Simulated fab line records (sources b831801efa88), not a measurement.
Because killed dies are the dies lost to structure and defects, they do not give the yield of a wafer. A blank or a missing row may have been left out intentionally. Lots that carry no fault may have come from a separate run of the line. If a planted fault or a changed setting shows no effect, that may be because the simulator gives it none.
Which tool did it? | flow sky130 | 24 lots with 72 wafers sampled at 6 steps, on a route of 708 steps

## WHAT THE GAUGES READ, wafer by wafer
SKY_NWELL_THK_MEAS_02.
lot  | measured    | on            | NWELL_OXIDATION_THK (nm)
L074 | day 2 14:56 | film metro-02 | 10.06 10.13 10.02
L075 | day 2 17:43 | film metro-03 | 10.01 9.84 9.82
L076 | day 3 01:59 | film metro-01 | 10.13 10.12 10.02
L077 | day 3 05:04 | film metro-03 | 9.86 9.71 9.76
L078 | day 3 10:44 | film metro-02 | 10.05 10.13 10.15
L079 | day 3 16:26 | film metro-03 | 10.06 10.10 10.09
L080 | day 3 20:28 | film metro-02 | 9.65 9.65 9.62
L081 | day 4 02:44 | film metro-03 | 10.04 10.00 9.92
L082 | day 4 10:38 | film metro-01 | 10.08 9.90 10.09
L083 | day 4 21:37 | film metro-02 | 9.99 9.88 9.86
L084 | day 4 23:01 | film metro-01 | 10.20 10.25 10.26
L085 | day 4 21:37 | film metro-01 | 10.27 10.16 10.11
L086 | day 5 01:45 | film metro-02 | 10.04 9.94 9.95
L087 | day 5 11:23 | film metro-02 | 10.11 10.11 10.04
L088 | day 5 16:55 | film metro-03 | 9.92 9.93 10.01
L089 | day 5 18:35 | film metro-02 | 9.58 9.64 9.69
L090 | day 6 00:27 | film metro-03 | 9.87 9.96 9.88
L091 | day 6 10:25 | film metro-02 | 10.24 10.03 10.16
L092 | day 6 11:52 | film metro-02 | 10.02 10.30 10.03
L093 | day 6 15:55 | film metro-01 | 9.67 9.83 9.93
L094 | day 6 21:30 | film metro-03 | 10.13 10.17 10.16
L095 | day 7 02:54 | film metro-01 | 10.11 9.85 10.11
L096 | day 7 09:44 | film metro-01 | 10.15 10.06 9.86
L097 | day 7 14:47 | film metro-01 | 9.91 9.73 9.87

SKY_GATE_OXIDE_OVL_MEAS_10.
lot  | measured     | on         | GATE_OXIDE_OVL (nm)
L074 | day 13 17:18 | overlay-02 | -1.5 -2.7 0.3
L075 | day 14 03:35 | overlay-01 | -0.6 -0.2 1.1
L076 | day 14 17:02 | overlay-01 | -1.3 -0.4 -1.2
L077 | day 14 19:32 | overlay-02 | -1.5 0.2 -1.7
L078 | day 15 05:37 | overlay-01 | -0.2 -0.3 -1.5
L079 | day 15 12:35 | overlay-02 | -2.8 -3.0 -2.3
L080 | day 15 15:57 | overlay-01 | -0.2 -0.2 -1.3
L081 | day 16 07:17 | overlay-01 | -2.1 -2.9 -0.7
L082 | day 16 19:33 | overlay-02 | -4.2 -1.6 -2.2
L083 | day 17 12:04 | overlay-01 | -2.0 -3.7 -3.1
L084 | day 17 18:33 | overlay-02 | -0.2 -0.5 -0.5
L085 | day 17 15:24 | overlay-02 | 2.0 0.9 0.4
L086 | day 17 18:52 | overlay-02 | 0.0 1.7 -0.4
L087 | day 18 12:56 | overlay-02 | 0.1 -1.3 1.0
L088 | day 18 22:31 | overlay-02 | 1.2 0.8 -1.4
L089 | day 19 14:49 | overlay-01 | 1.5 1.9 -0.4
L090 | day 19 16:25 | overlay-01 | 0.6 0.6 0.3
L091 | day 20 05:16 | overlay-01 | -1.0 -1.5 -1.9
L092 | day 20 08:22 | overlay-02 | -2.6 -2.1 -0.5
L093 | day 20 10:40 | overlay-01 | -2.2 -0.6 -0.8
L094 | day 20 20:09 | overlay-01 | -0.8 -4.0 0.0
L095 | day 20 23:41 | overlay-02 | -0.5 -0.5 -0.2
L096 | day 21 14:42 | overlay-01 | -1.2 -1.0 -0.6
L097 | day 22 01:01 | overlay-01 | -0.3 -1.3 -3.3

SKY_LDD_N_TW_MEAS_17.
lot  | measured     | on            | LDD_N_TW
L074 | day 17 14:49 | film metro-04 | 2579 2570 2577
L075 | day 17 22:42 | film metro-02 | 2584 2576 2582
L076 | day 18 15:11 | film metro-01 | 2598 2601 2593
L077 | day 18 19:40 | film metro-02 | 2578 2585 2598
L078 | day 19 20:41 | film metro-01 | 2589 2580 2585
L079 | day 19 20:45 | film metro-02 | 2556 2570 2567
L080 | day 20 04:12 | film metro-01 | 2614 2616 2617
L081 | day 20 12:49 | film metro-04 | 2590 2567 2575
L082 | day 20 22:58 | film metro-02 | 2579 2571 2564
L083 | day 21 17:17 | film metro-02 | 2547 2565 2558
L084 | day 21 23:34 | film metro-02 | 2557 2572 2559
L085 | day 21 20:46 | film metro-04 | 2576 2576 2589
L086 | day 22 02:44 | film metro-04 | 2571 2574 2557
L087 | day 22 17:19 | film metro-04 | 2561 2565 2565
L088 | day 23 03:23 | film metro-02 | 2568 2564 2563
L089 | day 23 17:03 | film metro-01 | 2580 2588 2575
L090 | day 23 20:20 | film metro-04 | 2573 2582 2588
L091 | day 24 06:55 | film metro-04 | 2560 2580 2581
L092 | day 24 11:49 | film metro-04 | 2578 2572 2574
L093 | day 24 16:19 | film metro-04 | 2572 2578 2578
L094 | day 24 22:10 | film metro-02 | 2561 2559 2561
L095 | day 25 01:30 | film metro-02 | 2547 2559 2553
L096 | day 25 16:16 | film metro-04 | 2585 2565 2569
L097 | day 26 07:44 | film metro-01 | 2594 2593 2582

## TOOL THAT RAN EACH LOT (tool first, then ch and the chambers of the sampled wafers, then the start)
lot  | SKY_FIELD_ISO_ETCH_14             | SKY_RES_PROTECT_STRIP_07             | SKY_POLY_GATE_ETCH_16
L074 | rie diel-04 ch 0,1,2, day 2 04:55 | plasma asher-01 ch 0,1, day 15 00:17 | rie diel-02 ch 0,1,2, day 16 06:50
L075 | rie diel-01 ch 2,3, day 2 10:25   | plasma asher-04 ch 0,1, day 15 09:10 | rie diel-04 ch 0,3, day 16 14:49
L076 | rie diel-03 ch 1,2, day 2 16:47   | plasma asher-04 ch 0,1, day 15 23:58 | rie diel-02 ch 0,1, day 17 05:20
L077 | rie diel-04 ch 0,1, day 2 20:21   | plasma asher-04 ch 0,1, day 16 02:16 | rie diel-02 ch 0,3, day 17 08:31
L078 | rie diel-03 ch 0,2,3, day 3 03:05 | plasma asher-03 ch 0,1, day 16 13:37 | rie diel-03 ch 0,1,2, day 18 10:13
L079 | rie diel-04 ch 1,2, day 3 09:13   | plasma asher-01 ch 0,1, day 16 20:04 | rie diel-02 ch 2,3, day 18 09:44
L080 | rie diel-04 ch 0,1,2, day 3 13:34 | plasma asher-04 ch 0,1, day 17 03:21 | rie diel-03 ch 0,2,3, day 18 16:58
L081 | rie diel-03 ch 0,1,3, day 3 18:44 | plasma asher-01 ch 0,1, day 17 17:16 | rie diel-04 ch 0,1,3, day 19 02:23
L082 | rie diel-01 ch 2,3, day 3 21:56   | plasma asher-03 ch 0,1, day 18 03:18 | rie diel-04 ch 0,1,3, day 19 11:55
L083 | rie diel-01 ch 0,2,3, day 4 03:37 | plasma asher-04 ch 0,1, day 18 22:29 | rie diel-02 ch 1,2,3, day 20 07:01
L084 | rie diel-03 ch 0,2, day 4 08:02   | plasma asher-03 ch 0,1, day 19 03:33 | rie diel-04 ch 0,1,2, day 20 13:07
L085 | rie diel-03 ch 0,1,3, day 4 12:49 | plasma asher-03 ch 0,1, day 19 01:02 | rie diel-04 ch 0,1,3, day 20 10:11
L086 | rie diel-01 ch 0,2,3, day 4 17:40 | plasma asher-01 ch 0,1, day 19 05:14 | rie diel-03 ch 1,3, day 20 15:41
L087 | rie diel-01 ch 1,3, day 5 02:58   | plasma asher-04 ch 1, day 20 00:26   | rie diel-02 ch 0,2,3, day 21 08:19
L088 | rie diel-03 ch 0,3, day 5 10:12   | plasma asher-04 ch 0,1, day 20 09:57 | rie diel-03 ch 1,2, day 21 18:23
L089 | rie diel-04 ch 0,1,3, day 5 12:04 | plasma asher-04 ch 0,1, day 21 00:42 | rie diel-02 ch 0,1,3, day 22 08:22
L090 | rie diel-04 ch 0,3, day 5 16:17   | plasma asher-04 ch 0,1, day 21 02:40 | rie diel-04 ch 0,1, day 22 10:52
L091 | rie diel-04 ch 0,1,2, day 6 00:25 | plasma asher-03 ch 0, day 21 14:37   | rie diel-02 ch 0,3, day 22 22:43
L092 | rie diel-01 ch 0,2,3, day 6 02:25 | plasma asher-04 ch 0,1, day 21 19:00 | rie diel-02 ch 1,2, day 23 04:13
L093 | rie diel-04 ch 0,2, day 6 07:53   | plasma asher-04 ch 0,1, day 21 22:05 | rie diel-02 ch 0,1,2, day 23 07:28
L094 | rie diel-04 ch 0,1, day 6 11:35   | plasma asher-01 ch 0,1, day 22 06:01 | rie diel-02 ch 1,2, day 23 14:10
L095 | rie diel-03 ch 0,2,3, day 6 17:26 | plasma asher-04 ch 0,1, day 22 09:42 | rie diel-02 ch 0,2,3, day 23 17:40
L096 | rie diel-01 ch 0,3, day 7 02:06   | plasma asher-04 ch 0,1, day 22 23:55 | rie diel-03 ch 0,1,3, day 24 08:10
L097 | rie diel-03 ch 2,3, day 7 06:34   | plasma asher-03 ch 0,1, day 23 11:28 | rie diel-03 ch 0,2,3, day 24 20:40
- SKY_FIELD_ISO_ETCH_14: etches BARC in N2/H2, stops on SiO2, time 45.9 s, target depth 60 nm.
- SKY_RES_PROTECT_STRIP_07: strips in O2/N2.
- SKY_POLY_GATE_ETCH_16: etches Si3N4 in CH3F/O2, stops on poly-Si, time 147.5 s, target depth 75 nm.

## WHAT THE TOOLS THEMSELVES READ (means of the sampled wafers that have a number; where no wafer has one, the mark that the record gives instead)
SKY_FIELD_ISO_ETCH_14.
lot  | tool        | drypump motor current A (A) | oes product au (a.u.) | throttle valve pct (%)
L074 | rie diel-04 | 6.0                         | 0.855                 | 13.225
L075 | rie diel-01 | 5.5                         | 0.859                 | 13.220
L076 | rie diel-03 | 6.3                         | 0.853                 | 13.227
L077 | rie diel-04 | 6.3                         | 0.857                 | 13.228
L078 | rie diel-03 | 5.7                         | 0.857                 | 13.224
L079 | rie diel-04 | 5.7                         | 0.850                 | 13.220
L080 | rie diel-04 | 6.0                         | 0.855                 | 13.221
L081 | rie diel-03 | 5.8                         | 0.852                 | 13.223
L082 | rie diel-01 | 5.5                         | 0.856                 | 13.219
L083 | rie diel-01 | 5.4                         | 0.853                 | 13.227
L084 | rie diel-03 | 5.9                         | 0.854                 | 13.224
L085 | rie diel-03 | 5.8                         | 0.854                 | 13.217
L086 | rie diel-01 | 5.5                         | 0.850                 | 13.219
L087 | rie diel-01 | 5.5                         | 0.854                 | 13.223
L088 | rie diel-03 | 5.3                         | 0.855                 | 13.227
L089 | rie diel-04 | 6.0                         | 0.860                 | 13.209
L090 | rie diel-04 | 6.3                         | 0.854                 | 13.217
L091 | rie diel-04 | 6.0                         | 0.852                 | 13.233
L092 | rie diel-01 | 5.4                         | 0.857                 | 13.232
L093 | rie diel-04 | 6.0                         | 0.853                 | 13.218
L094 | rie diel-04 | 6.3                         | 0.856                 | 13.224
L095 | rie diel-03 | 5.7                         | 0.850                 | 13.222
L096 | rie diel-01 | 5.7                         | 0.855                 | 13.228
L097 | rie diel-03 | 6.1                         | 0.853                 | 13.230

SKY_RES_PROTECT_STRIP_07.
lot  | tool            | drypump motor current A (A) | oes product au (a.u.) | strip time to endpoint s (s)
L074 | plasma asher-01 | 5.8                         | 0.514                 | 23.46
L075 | plasma asher-04 | 6.3                         | 0.513                 | 23.49
L076 | plasma asher-04 | 6.3                         | 0.514                 | 23.52
L077 | plasma asher-04 | 6.4                         | 0.517                 | 23.50
L078 | plasma asher-03 | 5.7                         | 0.520                 | 23.41
L079 | plasma asher-01 | 5.3                         | 0.515                 | 23.47
L080 | plasma asher-04 | 6.3                         | 0.517                 | 23.51
L081 | plasma asher-01 | 5.3                         | 0.518                 | 23.47
L082 | plasma asher-03 | 5.6                         | 0.516                 | 23.40
L083 | plasma asher-04 | 6.3                         | 0.516                 | 23.52
L084 | plasma asher-03 | 5.6                         | 0.517                 | 23.55
L085 | plasma asher-03 | 5.6                         | 0.517                 | 23.50
L086 | plasma asher-01 | 5.3                         | 0.513                 | 23.53
L087 | plasma asher-04 | 6.2                         | 0.517                 | 23.48
L088 | plasma asher-04 | 6.3                         | 0.516                 | 23.43
L089 | plasma asher-04 | 6.4                         | 0.517                 | 23.50
L090 | plasma asher-04 | 6.3                         | 0.519                 | 23.48
L091 | plasma asher-03 | 5.7                         | 0.516                 | 23.53
L092 | plasma asher-04 | 6.3                         | 0.518                 | 23.50
L093 | plasma asher-04 | 6.3                         | 0.513                 | 23.50
L094 | plasma asher-01 | 5.7                         | 0.513                 | 23.55
L095 | plasma asher-04 | 6.4                         | 0.517                 | 23.52
L096 | plasma asher-04 | 6.4                         | 0.518                 | 23.49
L097 | plasma asher-03 | 5.6                         | 0.514                 | 23.50

SKY_POLY_GATE_ETCH_16.
lot  | tool        | O2_flow_sccm (sccm) | drypump motor current A (A) | oes product au (a.u.) | throttle valve pct (%)
L074 | rie diel-02 | 29.97               | 5.8                         | 0.632                 | 10.538
L075 | rie diel-04 | 30.00               | 6.3                         | 0.637                 | 10.531
L076 | rie diel-02 | 30.11               | 5.6                         | 0.639                 | 10.534
L077 | rie diel-02 | 30.05               | 5.6                         | 0.642                 | 10.536
L078 | rie diel-03 | 30.04               | 5.9                         | 0.636                 | 10.536
L079 | rie diel-02 | 29.96               | 5.8                         | 0.643                 | 10.533
L080 | rie diel-03 | 29.92               | 5.7                         | 0.642                 | 10.528
L081 | rie diel-04 | 29.99               | 5.9                         | 0.640                 | 10.540
L082 | rie diel-04 | 29.97               | 5.9                         | 0.644                 | 10.546
L083 | rie diel-02 | 30.06               | 5.9                         | 0.638                 | 10.532
L084 | rie diel-04 | 30.07               | 6.0                         | 0.640                 | 10.532
L085 | rie diel-04 | 30.08               | 5.9                         | 0.643                 | 10.524
L086 | rie diel-03 | 30.02               | 6.3                         | 0.642                 | 10.542
L087 | rie diel-02 | 29.99               | 5.6                         | 0.642                 | 10.546
L088 | rie diel-03 | 30.02               | 6.3                         | 0.634                 | 10.531
L089 | rie diel-02 | 30.04               | 5.8                         | 0.645                 | 10.544
L090 | rie diel-04 | 29.99               | 6.0                         | 0.641                 | 10.531
L091 | rie diel-02 | 30.08               | 5.6                         | 0.640                 | 10.537
L092 | rie diel-02 | 30.04               | 5.9                         | 0.644                 | 10.540
L093 | rie diel-02 | 30.01               | 5.8                         | 0.641                 | 10.536
L094 | rie diel-02 | 29.92               | 6.1                         | 0.635                 | 10.532
L095 | rie diel-02 | 30.04               | 5.6                         | 0.634                 | 10.534
L096 | rie diel-03 | 30.01               | 5.8                         | 0.638                 | 10.540
L097 | rie diel-03 | 30.06               | 5.7                         | 0.635                 | 10.535

## THE ANSWER, worked out from the rows above alone
Rule: usual is defined by the lots themselves. The widest of any qualifying gaps counts: lots, ordered by their means at a reading, are off when they make up no more than a third of the lots, leave a main group of 4 or more, and stand apart from it by 3 or more times the standard deviation of that group's means. If all means in a main group match to the digits the tables above print for the reading, that group is not used. A lot without any number at a reading at which 4 lots or more have one is off too. Where the step has rows for the other lots, those lots are counted as sound. Order of review: gauges by route order, followed by the tools' own readings, for which a lot's mean as printed above is used. At the first step where some lot is off, the reading lying furthest off is the one used; lots without a number count as furthest.
None of the lots is off at any reading shown; this tells nothing.

## WHAT THE SIMULATOR HAD INSERTED
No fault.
